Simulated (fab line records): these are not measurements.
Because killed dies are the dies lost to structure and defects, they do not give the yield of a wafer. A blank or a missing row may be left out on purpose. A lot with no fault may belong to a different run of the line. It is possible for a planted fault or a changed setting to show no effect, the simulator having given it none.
fab line records	flow sky130
[record] lots = 5	wafers = 15	lastDay = 49
route steps=708 shown VIA4@651 METAL5@661 PAD_OPEN@708
lots that met no fault: from a run of the same line without faults
startH: start of the lot's first displayed wafer, in hours after the record's first day	waitH: hours elapsed since this lot's preceding step	" identical to the entry in the row above	L1.1+2: several wafers, shown together as one row	- no value, or no start was given	* or withheld: withheld	< > ~ a bound
route shown NAME@n: NAME is a module with steps in the file, n the number in the route of the first one	usual: average and standard deviation across the fault-free wafers	same: alike in all rows	chamber/n: place in a boat	sites: the reading at each site	_std_site: the standard deviation of these	_edge_site: the outer-site mean with the inner-site mean subtracted	radiusMm: for every site, how far away it sits from the centre of the wafer	mask NAME#n: copy n	behind: tool/chamber where the wafer was last shaped	hold: why the lot was held/for how many hours/how that ended	device: whichever transistor did not switch (one of n, p or np)	end of line: tests run on the same wafers once the route is complete	a step with no rows: only its recipe	killed: dies lost to structure and defects at the first sort, not the wafer's yield	map: dies across one wafer; x = killed, . = not, _ = none there
set.NAME: setting as actually run; set.NAME@STEP: the setting as run at that earlier step	model.NAME: the simulator's own value behind a step, which no gauge read
certain route steps with their lots: each step a table, each wafer a row
services: a tool's chamber out of use, with start hour (startH, from the record's first day; less than 0 if before it), hours out, and reason
[[steps]]
[step SKY_VIA4_ETCH_12]
[recipe] target = SiO2	chemistry = C4F8/O2/Ar	stopOn = TiN	maskMaterial = NOVOLAK	sourceW = 1500	biasW = 1200	pressureMtorr = 40	c4f8FlowSccm = withheld	O2_flow_sccm = 6	Ar_flow_sccm = 300	timeS = withheld	targetDepthA = 5800
[usual] oesProductAu = 0.925/0.0046
lot.wafer	tool	chamber	startH	waitH	oesProductAu
L558.2	rieDiel-04	3	1001.35	0.0	0.917
L558.3	"	0	"	"	0.927
L558.4	"	1	"	"	0.923
L563.3	rieDiel-04	3	1029.55	0.0	0.930
L563.4	"	0	"	"	0.925
L563.6	"	1	"	"	0.924
L570.2	rieDiel-04	0	1093.07	0.0	0.928
L570.4	"	3	"	"	0.928
L570.6	"	1	"	"	0.924
L578.3	rieDiel-04	2	1116.00	0.0	0.933
L578.4	"	0	"	"	0.930
L578.5	"	0	"	"	0.931
L579.4	rieDiel-04	3	1124.42	0.0	0.927
L579.5	"	3	"	"	0.925
L579.6	"	0	"	"	0.922
[step SKY_VIA4_STRIP_13]
[recipe] chemistry = O2/N2	powerW = 1400	pressureMtorr = 1500	platenTempC = withheld	o2FlowSccm = 3000	n2FlowSccm = 300	overashFraction = 0.5
[usual] drypumpMotorCurrentA = 5.7/0.3	oesProductAu = 0.709/0.0045	stripTimeToEndpointS = 12.81/0.032
lot.wafer	tool	chamber	startH	waitH	drypumpMotorCurrentA	oesProductAu	rfHoursCounterH	stripTimeToEndpointS
L558.2	plasmaAsher-02	0	1001.42	-	5.8	0.709	88	12.78
L558.3	"	0	"	"	5.8	0.706	-	12.80
L558.4	"	1	"	"	5.6	0.712	-	12.78
L563.3	plasmaAsher-02	1	1029.65	-	5.6	0.705	-	12.88
L563.4	"	0	"	"	5.8	0.703	-	12.89
L563.6	"	1	"	"	5.6	0.706	-	12.89
L570.2	plasmaAsher-04	0	1093.14	-	5.3	0.699	3	12.84
L570.4	"	1	"	"	5.8	0.706	-	12.83
L570.6	"	0	"	"	5.3	0.707	-	12.85
L578.3	plasmaAsher-04	0	1116.10	-	5.2	0.707	-	12.82
L578.4	"	1	"	"	5.8	0.707	-	12.80
L578.5	"	0	"	"	5.2	0.710	-	12.79
L579.4	plasmaAsher-01	0	1124.52	-	6.4	0.708	-	12.78
L579.5	"	0	"	"	6.4	0.705	-	12.82
L579.6	"	1	"	"	5.9	0.701	-	12.82
[step SKY_VIA4_STRIP_14]
[recipe] chemistry = postEtchResidueRemover	timeS = 1200	tempC = 72.5
[step SKY_VIA4_CLEAN_15]
[recipe] chemistry = IPA	timeS = 180	tempC = 25
[step SKY_VIA4_CLEAN_16]
[recipe] chemistry = O3/DIW	dry = n2Spin
[step SKY_VIA4_SPUTTER_17]
[recipe] material = TiN	targetThkNm = 20	chamberPressurePa = 5	powerW = 4000	timeS = 80
[step SKY_VIA4_CVD_18]
[recipe] material = W	targetThkNm = 505	timeS = 152.14	tempC = 400	pressureTorr = 40
[step SKY_VIA4_RS_MEAS_19]
[recipe] thkMeasGauge = four-point-probe	reads = W_of_VIA4_CVD_18+TiN_of_VIA4_SPUTTER_17
[usual] VIA4_W_RS = 0.2284/0.0024
lot.wafer	tool	chamber	startH	waitH	VIA4_W_RS[ohm/sq]
L558.2	filmMetro-04	-	1002.29	0.1	0.2256
L558.3	"	-	"	"	0.2250
L558.4	"	-	"	"	0.2286
L563.3	filmMetro-03	-	1030.50	0.1	0.2251
L563.4	"	-	"	"	0.2285
L563.6	"	-	"	"	0.2298
L570.2	filmMetro-03	-	1093.97	0.1	0.2249
L570.4	"	-	"	"	0.2284
L570.6	"	-	"	"	0.2267
L578.3	filmMetro-03	-	1116.91	0.1	0.2268
L578.4	"	-	"	"	0.2327
L578.5	"	-	"	"	0.2313
L579.4	filmMetro-04	-	1125.36	0.1	0.2293
L579.5	"	-	"	"	0.2304
L579.6	"	-	"	"	0.2303
[step SKY_VIA4_THK_MEAS_20]
[recipe] thkMeasGauge = xrf	reads = W_of_VIA4_CVD_18
[usual] VIA4_W_THK = 503/6.1
lot.wafer	tool	chamber	startH	waitH	VIA4_W_THK[nm]
L558.2	filmMetro-04	-	1002.40	0.1	510
L558.3	"	-	"	"	512
L558.4	"	-	"	"	504
L563.3	filmMetro-03	-	1030.60	0.1	509
L563.4	"	-	"	"	498
L563.6	"	-	"	"	499
L570.2	filmMetro-03	-	1094.08	0.1	510
L570.4	"	-	"	"	502
L570.6	"	-	"	"	507
L578.3	filmMetro-03	-	1117.01	0.1	509
L578.4	"	-	"	"	497
L578.5	"	-	"	"	498
L579.4	filmMetro-04	-	1125.45	0.1	499
L579.5	"	-	"	"	499
L579.6	"	-	"	"	494
[step SKY_VIA4_CMP_21]
[recipe] stopOn = SiO2	tOverpolishS = 25	downForcePsi = 3.5	platenRpm = 60	targetThkNm = 0	padVelocityMS = 0.94248
[usual] motorCurrentA = 11.4/0.95	overpolishRunS = 25.001/0.0089	slurryFilterDpKPa = 13.49/0.14	timeToEndpointS = 120/3.5
lot.wafer	tool	chamber	startH	waitH	motorCurrentA	overpolishRunS	slurryFilterDpKPa	timeToEndpointS
L558.3	cmp-01	0	1002.45	0.0	12.7	25.012	13.70	124
L558.2	"	1	"	"	13.0	25.002	13.51	114
L558.4	"	2	"	"	11.3	24.997	13.54	114
L563.3	cmp-02	1	1030.69	0.1	10.3	25.009	13.52	121
L563.4	"	3	"	"	12.7	24.982	13.35	127
L563.6	"	0	"	"	10.4	24.998	13.63	118
L570.4	cmp-02	0	1094.13	0.0	10.2	25.000	13.31	118
L570.2	"	1	"	"	10.1	25.018	13.36	121
L570.6	"	1	"	"	10.1	25.000	13.50	126
L578.3	cmp-02	2	1117.05	0.0	11.2	24.997	13.85	126
L578.4	"	3	"	"	12.4	24.986	13.64	124
L578.5	"	2	"	"	11.0	25.009	13.60	122
L579.4	cmp-02	0	1125.65	0.2	10.8	25.003	13.49	119
L579.5	"	2	"	"	11.8	24.996	13.39	127
L579.6	"	3	"	"	12.7	24.986	13.62	126
[step SKY_METAL5_SPUTTER_00]
[recipe] material = Ti	targetThkNm = 15	powerW = 3000	timeS = 10	chamberPressurePa = 0.4
[usual] throttleValvePct = 30.4/1.5
lot.wafer	tool	chamber	startH	waitH	throttleValvePct
L558.2	pvdSputter-03	-	1002.75	0.2	29.6
L558.3	"	-	"	"	27.4
L558.4	"	-	"	"	30.3
L563.3	pvdSputter-01	-	1030.94	0.2	31.1
L563.4	"	-	"	"	31.0
L563.6	"	-	"	"	30.9
L570.2	pvdSputter-03	-	1094.43	0.2	29.7
L570.4	"	-	"	"	27.4
L570.6	"	-	"	"	29.7
L578.3	pvdSputter-02	-	1117.35	0.2	28.6
L578.4	"	-	"	"	29.8
L578.5	"	-	"	"	30.5
L579.4	pvdSputter-01	-	1125.85	0.1	31.0
L579.5	"	-	"	"	30.8
L579.6	"	-	"	"	29.9
[step SKY_METAL5_SPUTTER_01]
[recipe] material = TiN	targetThkNm = 20	powerW = 6500	timeS = 16.7	chamberPressurePa = 0.4
[step SKY_METAL5_SPUTTER_02]
[recipe] material = AlCu	targetThkNm = 1150	powerW = 10600	timeS = 61.2	chamberPressurePa = 0.4
[usual] throttleValvePct = 30.4/1.6
lot.wafer	tool	chamber	startH	waitH	throttleValvePct	model.AlCu_of_METAL5_SPUTTER_02.thkNm
L558.2	pvdSputter-03	-	1002.80	0.0	29.8	1137
L558.3	"	-	"	"	27.3	1127
L558.4	"	-	"	"	30.3	1146
L563.3	pvdSputter-01	-	1030.99	0.0	30.9	1143
L563.4	"	-	"	"	31.2	1139
L563.6	"	-	"	"	31.3	1137
L570.2	pvdSputter-03	-	1094.47	0.0	29.7	1060
L570.4	"	-	"	"	27.5	1128
L570.6	"	-	"	"	29.8	1051
L578.3	pvdSputter-02	-	1117.40	0.0	28.7	1150
L578.4	"	-	"	"	29.9	1162
L578.5	"	-	"	"	30.6	1164
L579.4	pvdSputter-01	-	1125.90	0.0	31.3	1158
L579.5	"	-	"	"	30.8	1156
L579.6	"	-	"	"	29.8	1169
[step SKY_METAL5_SPUTTER_03]
[recipe] material = Ti	targetThkNm = 5	powerW = 3000	timeS = 3.3	chamberPressurePa = 0.4
[step SKY_METAL5_SPUTTER_04]
[recipe] material = TiN	targetThkNm = 70	powerW = 6500	timeS = 58.3	chamberPressurePa = 0.4
[usual] throttleValvePct = 30.4/1.6
lot.wafer	tool	chamber	startH	waitH	throttleValvePct
L558.2	pvdSputter-03	-	1002.87	0.0	29.8
L558.3	"	-	"	"	27.2
L558.4	"	-	"	"	30.4
L563.3	pvdSputter-01	-	1031.06	0.0	31.0
L563.4	"	-	"	"	31.1
L563.6	"	-	"	"	31.0
L570.2	pvdSputter-03	-	1094.54	0.0	29.8
L570.4	"	-	"	"	27.3
L570.6	"	-	"	"	29.7
L578.3	pvdSputter-02	-	1117.47	0.0	28.5
L578.4	"	-	"	"	30.2
L578.5	"	-	"	"	30.9
L579.4	pvdSputter-01	-	1125.96	0.0	31.3
L579.5	"	-	"	"	30.8
L579.6	"	-	"	"	29.6
[step SKY_METAL5_RS_MEAS_05]
[recipe] thkMeasGauge = four-point-probe	reads = TiN_of_METAL5_SPUTTER_04+Ti_of_METAL5_SPUTTER_03+AlCu_of_METAL5_SPUTTER_02+TiN_of_METAL5_SPUTTER_01+Ti_of_METAL5_SPUTTER_00
[usual] METAL5_ALCU_RS = 0.02714/0.00022
lot.wafer	tool	chamber	startH	waitH	hold	METAL5_ALCU_RS[ohm/sq]
L558.2	filmMetro-03	-	1002.94	0.0	-	0.02733
L558.3	"	-	"	"	-	0.02759
L558.4	"	-	"	"	-	0.02712
L563.3	filmMetro-04	-	1031.15	0.1	-	0.02717
L563.4	"	-	"	"	-	0.02724
L563.6	"	-	"	"	-	0.02728
L570.2	filmMetro-02	-	1094.61	0.0	awaitDispo/0.2h/release	0.02938
L570.4	"	-	"	"	awaitDispo/0.2h/release	0.02761
L570.6	"	-	"	"	awaitDispo/0.2h/release	0.02972
L570.2	filmMetro-02	-	1095.01	0.4	-	0.02937
L570.4	"	-	"	"	-	0.02769
L570.6	"	-	"	"	-	0.0297
L578.3	filmMetro-02	-	1117.56	0.1	-	0.02708
L578.4	"	-	"	"	-	0.02678
L578.5	"	-	"	"	-	0.02681
L579.4	filmMetro-03	-	1126.07	0.1	-	0.0269
L579.5	"	-	"	"	-	0.0269
L579.6	"	-	"	"	-	0.0266
[step SKY_METAL5_THK_MEAS_06]
[recipe] thkMeasGauge = xrf	reads = AlCu_of_METAL5_SPUTTER_02
[usual] METAL5_ALCU_THK = 1147/14
lot.wafer	tool	chamber	startH	waitH	hold	METAL5_ALCU_THK[nm]
L558.2	filmMetro-03	-	1003.05	0.1	-	1146
L558.3	"	-	"	"	-	1134
L558.4	"	-	"	"	-	1154
L563.3	filmMetro-04	-	1031.25	0.1	-	1140
L563.4	"	-	"	"	-	1135
L563.6	"	-	"	"	-	1140
L570.2	filmMetro-02	-	1097.32	2.3	awaitDispo/0.2h/release	1046
L570.4	"	-	"	"	awaitDispo/0.2h/release	1110
L570.6	"	-	"	"	awaitDispo/0.2h/release	1039
L570.2	filmMetro-02	-	1097.54	0.2	-	1049
L570.4	"	-	"	"	-	1107
L570.6	"	-	"	"	-	1032
L578.3	filmMetro-02	-	1117.66	0.1	-	1135
L578.4	"	-	"	"	-	1152
L578.5	"	-	"	"	-	1139
L579.4	filmMetro-03	-	1126.16	0.1	-	1169
L579.5	"	-	"	"	-	1170
L579.6	"	-	"	"	-	1178
[step SKY_METAL5_HMDS_08]
[recipe] primeTimeS = 60	primeTempC = 120
[step SKY_METAL5_COAT_09]
[recipe] resist = NOVOLAK	spinRpm = 3000	resistThkNm = 1800
[step SKY_METAL5_SOFTBAKE_10]
[recipe] tempC = 90	timeS = 60	resist = NOVOLAK
[step SKY_METAL5_EXPOSE_11]
[recipe] maskId = MM5	na = 0.6	sourceShape = conventional	sigmaOuter = 0.6	polarization = unpolarized	targetCdNm = 1600	doseMj = 190
[step SKY_METAL5_PEB_12]
[recipe] tempC = withheld	timeS = *	resist = NOVOLAK
[step SKY_METAL5_DEVELOP_13]
[recipe] resist = NOVOLAK	developer = TMAH	developTimeS = 60	devTempC = 23
[step SKY_METAL5_DESCUM_14]
[recipe] chemistry = O2	sourcePowerW = 150	biasPowerW = 0	pressureMtorr = 10	tempC = 40	timeS = 11
[step SKY_METAL5_METAL_ETCH_15]
[recipe] targetDepthA = 12600	stopOn = SiO2	overEtchFrac = 0.2	timeS = 252	chemistry = Cl2/BCl3	resistSidewallDeg = 86	pressureMtorr = 10	icpW = 900	biasW = 48.5	Cl2_flow_sccm = 60	bcl3FlowSccm = 30
[usual] drypumpMotorCurrentA = 5.9/0.39	oesProductAu = 0.894/0.0051	throttleValvePct = 22.264/0.0095
[same] overEtchFrac = 0.2
lot.wafer	tool	chamber	startH	waitH	drypumpMotorCurrentA	oesProductAu	rfHoursCounterH	throttleValvePct
L558.2	rieMetal-04	1	1025.75	0.0	6.0	0.897	9	22.254
L558.3	"	0	"	"	5.3	0.896	-	22.264
L558.4	"	1	"	"	6.0	0.897	-	22.261
L563.3	rieMetal-01	1	1053.39	0.1	5.7	0.901	-	22.266
L563.4	"	0	"	"	5.7	0.891	-	22.272
L563.6	"	0	"	"	5.8	0.904	-	22.259
L570.2	rieMetal-02	0	1113.86	0.0	6.4	0.866	18	22.255
L570.4	"	1	"	"	6.4	0.891	-	22.253
L570.6	"	0	"	"	6.4	0.860	-	22.250
L578.3	rieMetal-01	0	1136.64	0.1	5.8	0.895	-	22.266
L578.4	"	1	"	"	5.6	0.897	-	22.272
L578.5	"	1	"	"	5.6	0.892	-	22.259
L579.4	rieMetal-04	1	1144.13	0.1	6.0	0.890	-	22.267
L579.5	"	0	"	"	5.3	0.891	-	22.256
L579.6	"	1	"	"	6.0	0.897	-	22.271
[step SKY_METAL5_STRIP_16]
[recipe] chemistry = O2/N2	powerW = 1400	pressureMtorr = 1500	platenTempC = withheld	o2FlowSccm = 3000	n2FlowSccm = 300	overashFraction = 0.5
[step SKY_PAD_OPEN_PROBE_99]
[usual] defectLimitedYield = 82.3/2	killed_at_M0_to_M3 = 44/7.1	killed_at_M4_up = 3.3/1.8	killedAtContacts = 24/5.1	killedAtFrontEnd = 16/4.7	killedAtOther = 0.3/0.52	killedDies = 87/9.7	killedOpen = 47/6.8	killedShort = 39/6.7	sort_bin_3_pad_short = 0.9/0.43	sort_bin_5_function = 10.4/1.4	sort_bin_6_memory = 6.4/1.2	sortNPass = 405/9.7	sortYieldPct = 82.3/2
[same] grossDies = 492	killedAtBackSide = 0	sort_bin_4_leakage[%] = 0	sort_bin_8_speed[%] = 0
lot.wafer	tool	chamber	startH	waitH	defectLimitedYield[%]	killed_at_M0_to_M3	killed_at_M4_up	killedAtContacts	killedAtFrontEnd	killedAtOther	killedDies	killedOpen	killedShort	sort_bin_3_pad_short[%]	sort_bin_5_function[%]	sort_bin_6_memory[%]	sortNPass	sortYieldPct[%]	model.etest.met5.rsOhmSq	model.etest.met5.lineOhmUm
L558.2	prober-02	-	1073.44	0.1	87.0	27	6	21	10	0	64	29	35	0.4	7.1	5.5	428	87.0	0.02766	0.01731
L558.3	prober-02	-	1073.49	0.2	84.6	47	4	17	8	0	76	42	34	0.8	8.5	6.1	416	84.6	0.02793	0.01735
L558.4	prober-02	-	1073.54	0.2	82.7	55	2	21	7	0	85	48	37	0.2	11.0	6.1	407	82.7	0.02738	0.01715
L563.3	prober-02	-	1097.93	0.2	82.1	48	0	18	21	1	88	45	43	0.6	11.0	6.3	404	82.1	0.02755	0.01726
L563.4	prober-02	-	1097.98	0.2	83.7	36	3	25	15	1	80	42	37	0.6	10.4	5.3	412	83.7	0.02733	0.01703
L563.6	prober-02	-	1098.08	0.2	82.3	44	3	24	16	0	87	51	36	0.6	11.2	5.9	405	82.3	0.02737	0.01697
L570.2	prober-02	-	1155.50	0.1	83.5	43	1	22	15	0	81	47	32	1.0	10.2	5.3	411	83.5	0.0294	0.01831
L570.4	prober-02	-	1155.60	0.2	82.1	47	3	22	16	0	88	46	41	1.2	11.4	5.3	404	82.1	0.02764	0.01718
L570.6	prober-02	-	1155.70	0.2	84.1	33	6	20	19	0	78	43	35	0.8	11.2	3.9	414	84.1	0.02987	0.01872
L578.3	prober-01	-	1175.94	0.2	80.9	40	0	37	16	1	94	50	44	1.0	9.6	8.5	398	80.9	0.02725	0.01688
L578.4	prober-01	-	1175.99	0.2	85.6	32	3	26	10	0	71	46	25	0	9.1	5.3	421	85.6	0.02678	0.01665
L578.5	prober-01	-	1176.04	0.2	83.9	37	3	20	19	0	79	42	37	0.8	10.8	4.5	413	83.9	0.02703	0.01683
L579.4	prober-02	-	1181.21	0.2	85.8	34	3	23	10	0	70	40	30	0.8	7.9	5.5	422	85.8	0.02707	0.01696
L579.5	prober-02	-	1181.26	0.2	78.0	51	5	26	25	1	108	51	54	1.2	13.6	7.1	384	78.0	0.02703	0.01687
L579.6	prober-02	-	1181.31	0.2	80.5	47	3	30	15	1	96	55	40	1.0	11.6	6.9	396	80.5	0.02687	0.01684
// killed by level:class
L558.2 LOCAL_INTERCONNECT:geometricParticle:short=7 LI_CONTACT:geometricParticle:open=6 VIA1:geometricParticle:open=6 CONTACT:geometricParticle:open=5 VIA1:geometricParticle:short=5 METAL4:geometricParticle:short=5 POLY_GATE:geometricParticle:short=3 METAL2:geometricParticle:short=3
L558.3 VIA1:geometricParticle:open=11 CONTACT:geometricParticle:open=8 VIA1:geometricParticle:short=7 LOCAL_INTERCONNECT:geometricParticle:short=5 METAL2:geometricParticle:open=5 METAL2:geometricParticle:short=5 VIA2:geometricParticle:open=4 METAL3:geometricParticle:short=4
L558.4 VIA1:geometricParticle:open=13 VIA3:geometricParticle:open=11 VIA2:geometricParticle:open=8 CONTACT:geometricParticle:open=8 METAL1:geometricParticle:short=6 VIA1:geometricParticle:short=5 METAL2:geometricParticle:short=5 LI_CONTACT:geometricParticle:open=4
L563.3 VIA1:geometricParticle:open=10 VIA2:geometricParticle:open=8 VIA3:geometricParticle:open=7 METAL1:geometricParticle:short=6 LOCAL_INTERCONNECT:geometricParticle:short=5 POLY_GATE:geometricParticle:open=5 POLY_GATE:geometricParticle:short=5 LI_CONTACT:geometricParticle:open=5
L563.4 VIA1:geometricParticle:open=7 VIA3:geometricParticle:open=6 CONTACT:geometricParticle:open=6 CONTACT:geometricParticle:short=6 METAL1:geometricParticle:short=6 FIELD_ISO:geometricParticle:open=5 LI_CONTACT:geometricParticle:open=5 LI_CONTACT:geometricParticle:short=5
L563.6 CONTACT:geometricParticle:open=10 METAL2:geometricParticle:short=9 VIA3:geometricParticle:open=9 VIA2:geometricParticle:open=8 VIA1:geometricParticle:open=6 FIELD_ISO:geometricParticle:open=5 LOCAL_INTERCONNECT:geometricParticle:short=5 LI_CONTACT:geometricParticle:open=4
L570.2 VIA2:geometricParticle:open=9 CONTACT:geometricParticle:open=8 VIA1:geometricParticle:open=6 METAL2:geometricParticle:short=6 VIA3:geometricParticle:open=6 FIELD_ISO:geometricParticle:short=5 FIELD_ISO:geometricParticle:open=5 METAL1:geometricParticle:short=4
L570.4 VIA1:geometricParticle:open=10 METAL1:geometricParticle:short=9 CONTACT:geometricParticle:open=9 VIA2:geometricParticle:open=7 METAL2:geometricParticle:short=6 FIELD_ISO:geometricParticle:open=5 POLY_GATE:geometricParticle:short=5 VIA3:geometricParticle:open=5
L570.6 CONTACT:geometricParticle:open=9 FIELD_ISO:geometricParticle:short=7 LOCAL_INTERCONNECT:geometricParticle:short=6 FIELD_ISO:geometricParticle:open=5 VIA1:geometricParticle:open=5 METAL1:geometricParticle:short=4 VIA3:geometricParticle:short=4 POLY_GATE:geometricParticle:open=3
L578.3 CONTACT:geometricParticle:open=17 LI_CONTACT:geometricParticle:open=8 METAL1:geometricParticle:short=6 VIA1:geometricParticle:open=6 VIA1:geometricParticle:short=6 METAL2:geometricParticle:short=6 FIELD_ISO:geometricParticle:open=5 LI_CONTACT:geometricParticle:short=5
L578.4 CONTACT:geometricParticle:open=12 VIA1:geometricParticle:short=8 LI_CONTACT:geometricParticle:open=7 VIA3:geometricParticle:open=6 VIA1:geometricParticle:open=5 CONTACT:geometricParticle:short=3 POLY_GATE:geometricParticle:open=3 LOCAL_INTERCONNECT:geometricParticle:short=3
L578.5 CONTACT:geometricParticle:open=9 VIA1:geometricParticle:open=8 FIELD_ISO:geometricParticle:short=6 VIA3:geometricParticle:open=6 POLY_GATE:geometricParticle:short=5 LI_CONTACT:geometricParticle:open=5 FIELD_ISO:geometricParticle:open=4 VIA2:geometricParticle:open=4
L579.4 CONTACT:geometricParticle:open=13 VIA1:geometricParticle:open=8 METAL2:geometricParticle:short=5 FIELD_ISO:geometricParticle:open=4 LI_CONTACT:geometricParticle:open=4 VIA2:geometricParticle:open=4 METAL3:geometricParticle:short=4 LOCAL_INTERCONNECT:geometricParticle:short=3
L579.5 CONTACT:geometricParticle:open=10 VIA1:geometricParticle:open=9 POLY_GATE:geometricParticle:short=7 POLY_GATE:geometricParticle:open=7 VIA2:geometricParticle:open=7 METAL2:geometricParticle:short=7 LOCAL_INTERCONNECT:geometricParticle:short=6 VIA1:geometricParticle:short=5
L579.6 LI_CONTACT:geometricParticle:open=11 CONTACT:geometricParticle:open=10 METAL2:geometricParticle:short=8 VIA2:geometricParticle:short=8 VIA1:geometricParticle:open=7 FIELD_ISO:geometricParticle:open=6 VIA2:geometricParticle:open=6 CONTACT:geometricParticle:short=4
[[services]]
tool	chamber	startH	hours	kind
rieDiel-04	3	978.75	7.2	repair
cmp-01	-	1000.31	1.2	repair
pvdSputter-02	-	1003.50	3.2	repair
plasmaAsher-04	-	1021.13	15.6	pm
rieMetal-01	-	1039.36	0.6	repair
plasmaAsher-01	-	1045.23	1.6	repair
rieMetal-04	1	1053.16	7.4	repair
plasmaAsher-04	-	1055.34	9.0	pm
pvdSputter-03	2	1064.48	-	consumableReplace:kit
pvdSputter-03	2	1064.48	18.0	scheduledDown
pvdSputter-03	2	1064.48	18.0	ventCycle
plasmaAsher-01	-	1065.47	13.0	repair
pvdSputter-02	-	1073.56	7.9	repair
pvdSputter-01	-	1075.63	2.3	repair
rieDiel-04	-	1082.02	0.7	repair
plasmaAsher-01	-	1083.07	2.8	repair
rieMetal-01	0	1083.38	21.9	repair
cmp-01	-	1084.00	4.0	pm
rieDiel-04	1	1102.83	7.5	repair
pvdSputter-02	-	1103.59	2.6	repair
plasmaAsher-01	-	1119.45	0.5	repair
pvdSputter-01	3	1132.82	-	consumableReplace:kit
pvdSputter-01	3	1132.82	18.0	scheduledDown
rieDiel-04	1	1137.32	2.3	repair
[[key]]
[firstSign] step = SKY_METAL5_RS_MEAS_05	reading = visit	direction = added
[effect] step = SKY_METAL5_RS_MEAS_05	reading = METAL5_ALCU_RS	direction = up	sigmas = 11	usual = 0.02714	struck = 0.02955
[effect] step = SKY_METAL5_THK_MEAS_06	reading = visit	direction = added
[effect] step = SKY_METAL5_THK_MEAS_06	reading = METAL5_ALCU_THK	direction = down	sigmas = 7.2	usual = 1147	struck = 1043
[effect] step = SKY_METAL5_METAL_ETCH_15	reading = oesProductAu	direction = down	sigmas = 6.2	usual = 0.894	struck = 0.863
[modelEffect] step = SKY_METAL5_SPUTTER_02	value = AlCu_of_METAL5_SPUTTER_02.thkNm	without = 1141	struck = 1055
[modelEffect] step = SKY_PAD_OPEN_PROBE_99	value = etest.met5.rsOhmSq	without = 0.02739	struck = 0.02964
metAt SKY_METAL5_SPUTTER_02
struckWafers L570.2,L570.6
onsetBetween 1002.80 1094.47
[fault] kind = processParameterDrift	tool = pvdSputter-03	chamber = -	onsetH = 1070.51	steps = SKY_METAL5_SPUTTER_02	channel = timeS	offset = *	shape = step	endH = 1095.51	actsIn = *	stated = *	scope = struckWafersOnly
